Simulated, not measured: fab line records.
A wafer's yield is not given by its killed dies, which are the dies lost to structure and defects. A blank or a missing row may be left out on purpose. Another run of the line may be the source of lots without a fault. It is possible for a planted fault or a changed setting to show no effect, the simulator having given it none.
fab line records	flow sky130
record lots=24	wafers=72	last-day=50
route steps=708 shown VIA1@471 CAPM@540 METAL3@569 VIA3@588 METAL4@633 VIA4@650
lots untouched by any fault: they come from a run of this same line in which no faults occurred
start-h: hours from the record's opening day to when the first of the lot's shown wafers began	wait-h: hours from the lot's prior step to this one	" the same as in the row above	L1.1+2: one row covering several wafers at once	- no value, or no start was given	* or withheld: withheld	< > ~ a bound
route shown NAME@n: NAME is a module with steps in the file, n the number in the route of the first one	usual: mean/standard deviation taken from wafers without a fault	same: alike in all rows	chamber/n: place in a boat	sites: readings site by site	_std_site: standard deviation across them	_edge_site: mean of outer sites minus mean of inner sites	radius-mm: how far each site lies from the wafer's centre	mask NAME#n: copy n	behind: tool/chamber where the wafer was last shaped	hold: reason for holding the lot/hours on hold/outcome of the hold	device: whichever transistor did not switch (one of n, p or np)	end of line: the route-end tests of the same wafers	a step with no rows: only its recipe	killed: not the wafer's yield, but the dies lost to structure and defects at the first sort	map: the dies of a wafer, with x for killed, . for not killed, _ for no die there
set.NAME: the run value of the setting; set.NAME@STEP: its run value at that earlier step	model.NAME: the simulator's own value behind a step, which no gauge read
the route's steps for a sample of lots (tables are steps, rows are wafers)
services: a tool's chamber out of use, with start hour (start-h, from the record's first day; less than 0 if before it), hours out, and reason
## steps
# step SKY_VIA1_OVL_MEAS_13
# usual VIA1_OVL=-1/5.2
lot.wafer	tool	chamber	start-h	wait-h	VIA1_OVL[nm]
L074.1	overlay-01	-	806.65	0.1	-2
L074.3	"	-	"	"	4
L074.6	"	-	"	"	0
L075.2	overlay-02	-	808.92	0.1	-2
L075.5	"	-	"	"	0
L075.6	"	-	"	"	-3
L076.2	overlay-01	-	809.26	0.1	-1
L076.4	"	-	"	"	-3
L076.5	"	-	"	"	-4
L077.1	overlay-01	-	811.65	0.1	0
L077.4	"	-	"	"	2
L077.5	"	-	"	"	4
L078.3	overlay-02	-	822.86	0.1	-1
L078.5	"	-	"	"	3
L078.6	"	-	"	"	4
L079.4	overlay-01	-	829.72	0.1	5
L079.5	"	-	"	"	6
L079.6	"	-	"	"	1
L080.1	overlay-01	-	836.11	0.1	1
L080.3	"	-	"	"	5
L080.4	"	-	"	"	3
L081.1	overlay-02	-	845.80	0.1	8
L081.2	"	-	"	"	-1
L081.3	"	-	"	"	4
L082.2	overlay-02	-	855.47	0.1	-3
L082.5	"	-	"	"	-9
L082.6	"	-	"	"	-1
L083.1	overlay-01	-	861.10	0.1	-7
L083.2	"	-	"	"	2
L083.6	"	-	"	"	5
L084.2	overlay-02	-	869.08	0.1	-6
L084.5	"	-	"	"	2
L084.6	"	-	"	"	-7
L085.4	overlay-02	-	874.37	0.1	-1
L085.5	"	-	"	"	-1
L085.6	"	-	"	"	1
L086.3	overlay-01	-	880.67	0.1	-4
L086.4	"	-	"	"	-1
L086.5	"	-	"	"	5
L087.2	overlay-02	-	895.15	0.1	0
L087.4	"	-	"	"	3
L087.6	"	-	"	"	3
L088.3	overlay-01	-	895.67	0.1	7
L088.4	"	-	"	"	2
L088.6	"	-	"	"	2
L089.1	overlay-02	-	902.05	0.1	-8
L089.5	"	-	"	"	-11
L089.6	"	-	"	"	-16
L090.2	overlay-02	-	911.55	0.1	12
L090.3	"	-	"	"	0
L090.4	"	-	"	"	14
L091.2	overlay-02	-	916.07	0.1	10
L091.4	"	-	"	"	5
L091.6	"	-	"	"	2
L092.1	overlay-02	-	928.81	0.1	7
L092.4	"	-	"	"	5
L092.6	"	-	"	"	11
L093.3	overlay-02	-	939.22	0.1	-5
L093.5	"	-	"	"	5
L093.6	"	-	"	"	2
L094.3	overlay-02	-	946.36	0.1	-10
L094.4	"	-	"	"	-1
L094.6	"	-	"	"	-7
L095.1	overlay-02	-	959.81	0.1	-1
L095.2	"	-	"	"	5
L095.6	"	-	"	"	3
L096.1	overlay-01	-	961.91	0.1	-4
L096.4	"	-	"	"	-2
L096.6	"	-	"	"	1
L097.3	overlay-01	-	977.02	0.1	-1
L097.5	"	-	"	"	-3
L097.6	"	-	"	"	-7
# step SKY_CAPM_RS_MEAS_03
# recipe thk-meas-gauge=four-point-probe	reads=TiN_of_CAPM_SPUTTER_02
# usual CAPM_TIN_RS=7.25/0.087
lot.wafer	tool	chamber	start-h	wait-h	CAPM_TIN_RS[ohm/sq]
L074.1	film-metro-01	-	862.94	0.1	7.33
L074.3	"	-	"	"	7.23
L074.6	"	-	"	"	7.31
L075.2	film-metro-02	-	864.90	0.1	7.20
L075.5	"	-	"	"	7.23
L075.6	"	-	"	"	7.22
L076.2	film-metro-02	-	866.70	0.1	7.33
L076.4	"	-	"	"	7.21
L076.5	"	-	"	"	7.23
L077.1	film-metro-01	-	867.79	0.1	7.26
L077.4	"	-	"	"	7.13
L077.5	"	-	"	"	7.27
L078.3	film-metro-04	-	879.45	0.1	7.32
L078.5	"	-	"	"	7.26
L078.6	"	-	"	"	7.35
L079.4	film-metro-02	-	886.46	0.1	7.25
L079.5	"	-	"	"	7.34
L079.6	"	-	"	"	7.31
L080.1	film-metro-01	-	893.11	0.1	7.27
L080.3	"	-	"	"	7.29
L080.4	"	-	"	"	7.30
L081.1	film-metro-02	-	901.80	0.1	7.08
L081.2	"	-	"	"	7.30
L081.3	"	-	"	"	7.24
L082.2	film-metro-01	-	911.02	0.1	7.25
L082.5	"	-	"	"	7.33
L082.6	"	-	"	"	7.33
L083.1	film-metro-04	-	917.22	0.1	7.10
L083.2	"	-	"	"	7.22
L083.6	"	-	"	"	7.12
L084.2	film-metro-04	-	924.09	0.1	7.13
L084.5	"	-	"	"	7.30
L084.6	"	-	"	"	7.19
L085.4	film-metro-04	-	929.46	0.1	7.29
L085.5	"	-	"	"	7.13
L085.6	"	-	"	"	7.19
L086.3	film-metro-04	-	935.69	0.1	7.19
L086.4	"	-	"	"	7.22
L086.5	"	-	"	"	7.10
L087.2	film-metro-02	-	947.98	0.1	7.12
L087.4	"	-	"	"	7.24
L087.6	"	-	"	"	7.21
L088.3	film-metro-01	-	949.89	0.1	7.27
L088.4	"	-	"	"	7.31
L088.6	"	-	"	"	7.33
L089.1	film-metro-04	-	955.21	0.1	7.36
L089.5	"	-	"	"	7.35
L089.6	"	-	"	"	7.34
L090.2	film-metro-02	-	966.12	0.1	7.17
L090.3	"	-	"	"	7.25
L090.4	"	-	"	"	7.26
L091.2	film-metro-02	-	969.31	0.1	7.07
L091.4	"	-	"	"	7.18
L091.6	"	-	"	"	7.26
L092.1	film-metro-02	-	981.72	0.1	7.24
L092.4	"	-	"	"	7.14
L092.6	"	-	"	"	7.23
L093.3	film-metro-01	-	991.15	0.1	7.19
L093.5	"	-	"	"	7.20
L093.6	"	-	"	"	7.22
L094.3	film-metro-02	-	998.34	0.1	7.41
L094.4	"	-	"	"	7.49
L094.6	"	-	"	"	7.45
L095.1	film-metro-01	-	1013.80	0.1	7.33
L095.2	"	-	"	"	7.29
L095.6	"	-	"	"	7.25
L096.1	film-metro-02	-	1014.16	0.1	7.17
L096.4	"	-	"	"	7.08
L096.6	"	-	"	"	7.19
L097.3	film-metro-02	-	1028.80	0.1	7.27
L097.5	"	-	"	"	7.36
L097.6	"	-	"	"	7.36
# step SKY_METAL3_STRIP_19
# recipe chemistry=O2/N2	power-w=1400	pressure-mtorr=1500	platen-temp-c=withheld	o2-flow-sccm=3000	n2-flow-sccm=300	overash-fraction=0.5
# usual drypump-motor-current-A=5.4/0.42	oes-product-au=0.500/0.0066	strip-time-to-endpoint-s=6.48/0.12
# same overash-fraction=0.5
lot.wafer	tool	chamber	start-h	wait-h	drypump-motor-current-A	oes-product-au	rf-hours-counter-h	strip-time-to-endpoint-s
L074.1	plasma-asher-04	1	915.82	0.1	5.2	0.517	111	6.77
L074.3	"	1	"	"	5.2	0.494	-	6.62
L074.6	"	1	"	"	5.2	0.511	-	6.69
L075.2	plasma-asher-04	1	916.16	0.1	5.2	0.505	111	6.56
L075.5	"	1	"	"	5.2	0.497	-	6.53
L075.6	"	0	"	"	5.0	0.501	-	6.48
L076.2	plasma-asher-04	1	917.07	0.1	5.2	0.495	111	6.34
L076.4	"	0	"	"	5.0	0.496	-	6.39
L076.5	"	1	"	"	5.2	0.499	-	6.40
L077.1	plasma-asher-03	1	917.42	0.1	6.1	0.517	14	6.64
L077.4	"	0	"	"	5.2	0.501	-	6.58
L077.5	"	0	"	"	5.2	0.503	-	6.60
L078.3	plasma-asher-04	1	930.31	0.1	5.2	0.494	-	6.37
L078.5	"	0	"	"	5.0	0.500	-	6.39
L078.6	"	1	"	"	5.2	0.491	-	6.33
L079.4	plasma-asher-03	1	936.68	0.1	6.0	0.492	-	6.33
L079.5	"	1	"	"	6.0	0.497	-	6.34
L079.6	"	0	"	"	5.2	0.497	-	6.37
L080.1	plasma-asher-02	0	943.64	0.1	5.0	0.499	82	6.57
L080.3	"	1	"	"	6.1	0.497	-	6.58
L080.4	"	0	"	"	5.0	0.510	-	6.63
L081.1	plasma-asher-03	1	952.07	0.1	6.0	0.513	18	6.71
L081.2	"	0	"	"	5.2	0.493	18	6.57
L081.3	"	0	"	"	5.2	0.509	-	6.60
L082.2	plasma-asher-03	1	959.64	0.1	6.0	0.503	18	6.47
L082.5	"	0	"	"	5.2	0.504	-	6.39
L082.6	"	1	"	"	6.0	0.498	-	6.50
L083.1	plasma-asher-04	1	965.92	0.1	5.2	0.499	116	6.59
L083.2	"	0	"	"	5.0	0.500	116	6.63
L083.6	"	0	"	"	5.0	0.503	-	6.52
L084.2	plasma-asher-02	0	973.26	0.1	5.0	0.489	85	6.42
L084.5	"	0	"	"	5.0	0.488	-	6.38
L084.6	"	1	"	"	6.1	0.499	-	6.43
L085.4	plasma-asher-04	1	977.89	0.1	5.2	0.505	-	6.62
L085.5	"	0	"	"	5.0	0.501	-	6.58
L085.6	"	1	"	"	5.2	0.513	-	6.60
L086.3	plasma-asher-04	0	983.49	0.1	5.0	0.503	-	6.59
L086.4	"	1	"	"	5.2	0.485	-	6.33
L086.5	"	1	"	"	5.2	0.506	-	6.58
L087.2	plasma-asher-03	1	996.56	0.1	6.1	0.505	22	6.52
L087.4	"	1	"	"	6.1	0.501	-	6.54
L087.6	"	0	"	"	5.2	0.499	-	6.51
L088.3	plasma-asher-02	1	997.94	0.1	6.1	0.496	-	6.32
L088.4	"	0	"	"	5.0	0.496	-	6.51
L088.6	"	1	"	"	6.1	0.498	-	6.51
L089.1	plasma-asher-04	0	1002.57	0.1	5.0	0.496	119	6.44
L089.5	"	0	"	"	5.0	0.489	-	6.28
L089.6	"	1	"	"	5.2	0.501	-	6.46
L090.2	plasma-asher-04	0	1013.82	0.1	5.0	0.502	120	6.34
L090.3	"	0	"	"	5.0	0.504	-	6.47
L090.4	"	1	"	"	5.2	0.495	-	6.34
L091.2	plasma-asher-04	0	1016.66	0.1	5.0	0.506	120	6.54
L091.4	"	1	"	"	5.2	0.502	-	6.48
L091.6	"	0	"	"	5.0	0.501	-	6.54
L092.1	plasma-asher-02	1	1029.17	0.1	6.1	0.507	90	6.54
L092.4	"	0	"	"	5.0	0.502	-	6.67
L092.6	"	1	"	"	6.1	0.507	-	6.59
L093.3	plasma-asher-04	1	1037.51	0.1	5.2	0.500	-	6.52
L093.5	"	1	"	"	5.2	0.509	-	6.52
L093.6	"	0	"	"	5.0	0.504	-	6.61
L094.3	plasma-asher-03	0	1044.00	0.1	5.2	0.480	-	6.31
L094.4	"	1	"	"	6.1	0.498	-	6.45
L094.6	"	0	"	"	5.2	0.505	-	6.54
L095.1	plasma-asher-02	0	1059.12	0.1	5.0	0.496	93	6.41
L095.2	"	1	"	"	6.1	0.492	93	6.43
L095.6	"	0	"	"	5.0	0.500	-	6.42
L096.1	plasma-asher-03	0	1059.47	0.1	5.2	0.484	28	6.27
L096.4	"	1	"	"	6.1	0.502	-	6.51
L096.6	"	0	"	"	5.2	0.492	-	6.28
L097.3	plasma-asher-04	1	1073.73	0.2	5.2	0.504	-	6.39
L097.5	"	1	"	"	5.2	0.502	-	6.43
L097.6	"	0	"	"	5.0	0.500	-	6.44
# step SKY_VIA3_ETCH_15
# recipe target=SiO2	chemistry=C4F8/O2/Ar	target-depth-nm=507	stop-on=TiN	mask-material=KrF-thick	source-w=1500	bias-w=1200	pressure-mtorr=40	c4f8-flow-sccm=withheld	O2_flow_sccm=6	Ar_flow_sccm=300	time-s=78
# usual oes-product-au=0.941/0.0049
lot.wafer	tool	chamber	start-h	wait-h	oes-product-au	rf-hours-counter-h
L074.1	rie-diel-04	1	940.93	0.0	0.939	11
L074.3	"	2	"	"	0.932	14
L074.6	"	3	"	"	0.942	-
L075.2	rie-diel-01	1	942.46	0.0	0.945	19
L075.5	"	2	"	"	0.942	-
L075.6	"	3	"	"	0.942	-
L076.2	rie-diel-03	2	943.23	0.0	0.952	17
L076.4	"	2	"	"	0.939	-
L076.5	"	0	"	"	0.945	-
L077.1	rie-diel-04	2	943.58	0.0	0.938	14
L077.4	"	3	"	"	0.950	18
L077.5	"	1	"	"	0.936	-
L078.3	rie-diel-01	3	955.53	0.0	0.943	10
L078.5	"	0	"	"	0.932	-
L078.6	"	3	"	"	0.945	-
L079.4	rie-diel-04	2	962.33	0.0	0.944	14
L079.5	"	3	"	"	0.940	-
L079.6	"	2	"	"	0.942	-
L080.1	rie-diel-04	3	968.89	0.0	0.940	18
L080.3	"	2	"	"	0.931	15
L080.4	"	1	"	"	0.933	12
L081.1	rie-diel-04	3	976.44	0.0	0.934	19
L081.2	"	2	"	"	0.937	15
L081.3	"	1	"	"	0.925	12
L082.2	rie-diel-01	0	985.09	0.0	0.935	8
L082.5	"	1	"	"	0.937	-
L082.6	"	0	"	"	0.938	-
L083.1	rie-diel-04	3	991.24	0.0	0.935	19
L083.2	"	1	"	"	0.947	13
L083.6	"	1	"	"	0.946	-
L084.2	rie-diel-03	3	998.08	0.0	0.942	12
L084.5	"	3	"	"	0.938	-
L084.6	"	0	"	"	0.943	-
L085.4	rie-diel-01	3	1002.63	0.0	0.941	11
L085.5	"	2	"	"	0.946	-
L085.6	"	3	"	"	0.939	-
L086.3	rie-diel-03	0	1008.48	0.0	0.941	4
L086.4	"	2	"	"	0.936	19
L086.5	"	0	"	"	0.940	-
L087.2	rie-diel-01	3	1021.03	0.0	0.942	12
L087.4	"	2	"	"	0.947	8
L087.6	"	2	"	"	0.941	-
L088.3	rie-diel-01	0	1022.30	0.0	0.935	10
L088.4	"	3	"	"	0.943	12
L088.6	"	3	"	"	0.942	-
L089.1	rie-diel-03	2	1026.59	0.0	0.940	20
L089.5	"	2	"	"	0.952	-
L089.6	"	1	"	"	0.946	-
L090.2	rie-diel-03	2	1037.54	0.0	0.939	21
L090.3	"	0	"	"	0.935	5
L090.4	"	3	"	"	0.934	14
L091.2	rie-diel-04	3	1040.34	0.0	0.947	21
L091.4	"	1	"	"	0.943	14
L091.6	"	0	"	"	0.940	-
L092.1	rie-diel-04	2	1052.28	0.0	0.941	17
L092.4	"	0	"	"	0.940	11
L092.6	"	2	"	"	0.943	-
L093.3	rie-diel-03	2	1059.88	0.0	0.944	21
L093.5	"	0	"	"	0.942	-
L093.6	"	3	"	"	0.932	-
L094.3	rie-diel-03	1	1066.13	0.0	0.947	3
L094.4	"	3	"	"	0.943	14
L094.6	"	0	"	"	0.941	-
L095.1	rie-diel-01	3	1082.43	0.0	0.946	14
L095.2	"	0	"	"	0.936	12
L095.6	"	2	"	"	0.938	-
L096.1	rie-diel-03	3	1082.73	0.0	0.938	15
L096.4	"	0	"	"	0.947	7
L096.6	"	2	"	"	0.938	-
L097.3	rie-diel-01	0	1095.24	0.0	0.942	13
L097.5	"	2	"	"	0.932	-
L097.6	"	3	"	"	0.945	-
# step SKY_METAL4_ETCH_17
# recipe target=SiO2	stop-on=TiN	chemistry=C4F8/O2/Ar	source-w=1500	bias-w=1200	pressure-mtorr=40	c4f8-flow-sccm=withheld	O2_flow_sccm=6	Ar_flow_sccm=300	time-s=3.9	target-depth-a=150
# usual oes-product-au=0.754/0.0073
lot.wafer	tool	chamber	start-h	wait-h	oes-product-au	rf-hours-counter-h
L074.1	rie-diel-02	0	991.62	0.1	0.765	8
L074.3	"	3	"	"	0.747	7
L074.6	"	1	"	"	0.751	-
L075.2	rie-diel-03	0	991.97	0.1	0.761	4
L075.5	"	2	"	"	0.757	-
L075.6	"	3	"	"	0.774	-
L076.2	rie-diel-04	2	992.32	0.1	0.759	15
L076.4	"	3	"	"	0.759	19
L076.5	"	1	"	"	0.753	-
L077.1	rie-diel-02	2	993.72	0.1	0.750	6
L077.4	"	3	"	"	0.762	7
L077.5	"	0	"	"	0.758	-
L078.3	rie-diel-04	2	1003.97	0.0	0.756	16
L078.5	"	3	"	"	0.762	-
L078.6	"	1	"	"	0.756	-
L079.4	rie-diel-02	2	1011.33	0.0	0.767	7
L079.5	"	0	"	"	0.768	-
L079.6	"	3	"	"	0.751	-
L080.1	rie-diel-02	1	1018.22	0.1	0.748	17
L080.3	"	3	"	"	0.748	8
L080.4	"	2	"	"	0.755	7
L081.1	rie-diel-04	3	1025.67	0.1	0.754	20
L081.2	"	2	"	"	0.762	16
L081.3	"	0	"	"	0.753	10
L082.2	rie-diel-04	1	1032.38	0.1	0.751	14
L082.5	"	2	"	"	0.751	-
L082.6	"	1	"	"	0.755	-
L083.1	rie-diel-02	2	1038.77	0.1	0.757	8
L083.2	"	0	"	"	0.751	9
L083.6	"	3	"	"	0.755	-
L084.2	rie-diel-04	0	1045.58	0.1	0.752	11
L084.5	"	2	"	"	0.753	-
L084.6	"	3	"	"	0.756	-
L085.4	rie-diel-03	0	1049.87	0.0	0.756	6
L085.5	"	3	"	"	0.759	-
L085.6	"	0	"	"	0.751	-
L086.3	rie-diel-04	2	1054.47	0.0	0.746	17
L086.4	"	1	"	"	0.750	15
L086.5	"	0	"	"	0.752	-
L087.2	rie-diel-02	2	1066.70	0.1	0.752	9
L087.4	"	1	"	"	0.773	18
L087.6	"	0	"	"	0.764	-
L088.3	rie-diel-03	3	1068.67	0.0	0.759	14
L088.4	"	1	"	"	0.758	3
L088.6	"	3	"	"	0.750	-
L089.1	rie-diel-02	0	1072.72	0.1	0.747	10
L089.5	"	2	"	"	0.760	-
L089.6	"	1	"	"	0.748	-
L090.2	rie-diel-04	0	1082.58	0.1	0.755	12
L090.3	"	3	"	"	0.735	22
L090.4	"	2	"	"	0.754	18
L091.2	rie-diel-04	0	1086.35	0.1	0.751	12
L091.4	"	1	"	"	0.758	16
L091.6	"	3	"	"	0.753	-
L092.1	rie-diel-03	1	1097.32	0.1	0.754	4
L092.4	"	3	"	"	0.755	15
L092.6	"	0	"	"	0.760	-
L093.3	rie-diel-02	1	1104.18	0.0	0.753	19
L093.5	"	3	"	"	0.757	-
L093.6	"	0	"	"	0.768	-
L094.3	rie-diel-02	1	1110.53	0.0	0.748	20
L094.4	"	3	"	"	0.755	11
L094.6	"	0	"	"	0.751	-
L096.1	rie-diel-02	2	1124.47	0.1	0.743	11
L096.4	"	0	"	"	0.757	12
L096.6	"	2	"	"	0.767	-
L095.1	rie-diel-04	0	1124.55	0.2	0.748	14
L095.2	"	1	"	"	0.745	17
L095.6	"	0	"	"	0.753	-
L097.3	rie-diel-04	3	1136.82	0.0	0.759	24
L097.5	"	1	"	"	0.753	-
L097.6	"	2	"	"	0.760	-
# step SKY_VIA4_OVL_MEAS_11
# usual VIA4_OVL=0.0/1.5
lot.wafer	tool	chamber	start-h	wait-h	VIA4_OVL[nm]
L074.1	overlay-02	-	1015.54	0.1	0.8
L074.3	"	-	"	"	-0.8
L074.6	"	-	"	"	0.6
L075.2	overlay-01	-	1016.45	0.1	-0.1
L075.5	"	-	"	"	0.9
L075.6	"	-	"	"	-0.3
L076.2	overlay-02	-	1017.24	0.1	1.6
L076.4	"	-	"	"	-0.6
L076.5	"	-	"	"	0.8
L077.1	overlay-01	-	1018.24	0.1	-1.3
L077.4	"	-	"	"	-3.7
L077.5	"	-	"	"	-1.8
L078.3	overlay-01	-	1027.50	0.1	-1.8
L078.5	"	-	"	"	0.3
L078.6	"	-	"	"	-0.3
L079.4	overlay-01	-	1034.96	0.1	1.3
L079.5	"	-	"	"	1.5
L079.6	"	-	"	"	-2.9
L080.1	overlay-02	-	1041.69	0.1	-2.7
L080.3	"	-	"	"	-3.1
L080.4	"	-	"	"	-1.4
L081.1	overlay-01	-	1049.04	0.1	1.8
L081.2	"	-	"	"	0.7
L081.3	"	-	"	"	-0.2
L082.2	overlay-02	-	1055.10	0.1	0.5
L082.5	"	-	"	"	-0.8
L082.6	"	-	"	"	0.2
L083.1	overlay-01	-	1060.94	0.1	-0.8
L083.2	"	-	"	"	-2.5
L083.6	"	-	"	"	0.0
L084.2	overlay-02	-	1068.69	0.1	1.4
L084.5	"	-	"	"	-0.4
L084.6	"	-	"	"	-1.3
L085.4	overlay-02	-	1073.35	0.1	-2.0
L085.5	"	-	"	"	-0.1
L085.6	"	-	"	"	0.2
L086.3	overlay-01	-	1076.94	0.1	1.4
L086.4	"	-	"	"	-0.1
L086.5	"	-	"	"	1.8
L087.2	overlay-02	-	1089.70	0.1	3.7
L087.4	"	-	"	"	0.7
L087.6	"	-	"	"	2.2
L088.3	overlay-01	-	1091.75	0.1	-0.7
L088.4	"	-	"	"	-0.8
L088.6	"	-	"	"	1.0
L089.1	overlay-02	-	1094.69	0.1	2.4
L089.5	"	-	"	"	1.9
L089.6	"	-	"	"	2.8
L090.2	overlay-01	-	1104.39	0.1	-1.3
L090.3	"	-	"	"	2.5
L090.4	"	-	"	"	1.5
L091.2	overlay-02	-	1107.80	0.1	1.2
L091.4	"	-	"	"	0.2
L091.6	"	-	"	"	1.1
L092.1	overlay-01	-	1117.99	0.1	-0.4
L092.4	"	-	"	"	-0.4
L092.6	"	-	"	"	-1.4
L093.3	overlay-01	-	1124.75	0.1	0.0
L093.5	"	-	"	"	0.3
L093.6	"	-	"	"	1.2
L094.3	overlay-02	-	1130.99	0.1	-1.4
L094.4	"	-	"	"	-1.7
L094.6	"	-	"	"	-1.8
L096.1	overlay-01	-	1144.39	0.1	2.3
L096.4	"	-	"	"	-0.4
L096.6	"	-	"	"	0.5
L095.1	overlay-02	-	1144.69	0.1	-1.5
L095.2	"	-	"	"	-1.0
L095.6	"	-	"	"	-1.0
L097.3	overlay-02	-	1156.35	0.1	0.5
L097.5	"	-	"	"	0.9
L097.6	"	-	"	"	-0.3
## services
tool	chamber	start-h	hours	kind
plasma-asher-03	-	914.56	0.4	repair
rie-diel-01	2	915.12	2.3	repair
rie-diel-04	0	924.83	5.9	repair
rie-diel-03	1	927.41	5.7	repair
rie-diel-03	1	933.14	-	clean
rie-diel-03	1	933.14	31.5	scheduled-down
rie-diel-03	1	933.14	31.5	vent-cycle
rie-diel-03	0	935.76	3.3	repair
rie-diel-04	0	976.29	4.5	repair
rie-diel-04	0	1000.48	5.6	repair
plasma-asher-04	-	1012.03	1.5	repair
plasma-asher-03	-	1023.49	1.2	repair
plasma-asher-03	-	1029.62	1.6	repair
rie-diel-04	3	1030.54	4.0	repair
rie-diel-01	1	1054.73	29.8	repair
plasma-asher-04	-	1055.30	9.0	pm
plasma-asher-04	0	1055.30	9.0	vent-cycle
plasma-asher-04	1	1055.30	9.0	vent-cycle
plasma-asher-03	-	1072.81	8.8	repair
rie-diel-02	-	1086.36	0.6	repair
rie-diel-04	3	1119.73	4.1	repair
rie-diel-01	-	1126.04	3.9	repair
plasma-asher-02	-	1128.68	4.9	repair
plasma-asher-04	-	1132.01	0.9	repair
## key
fault none
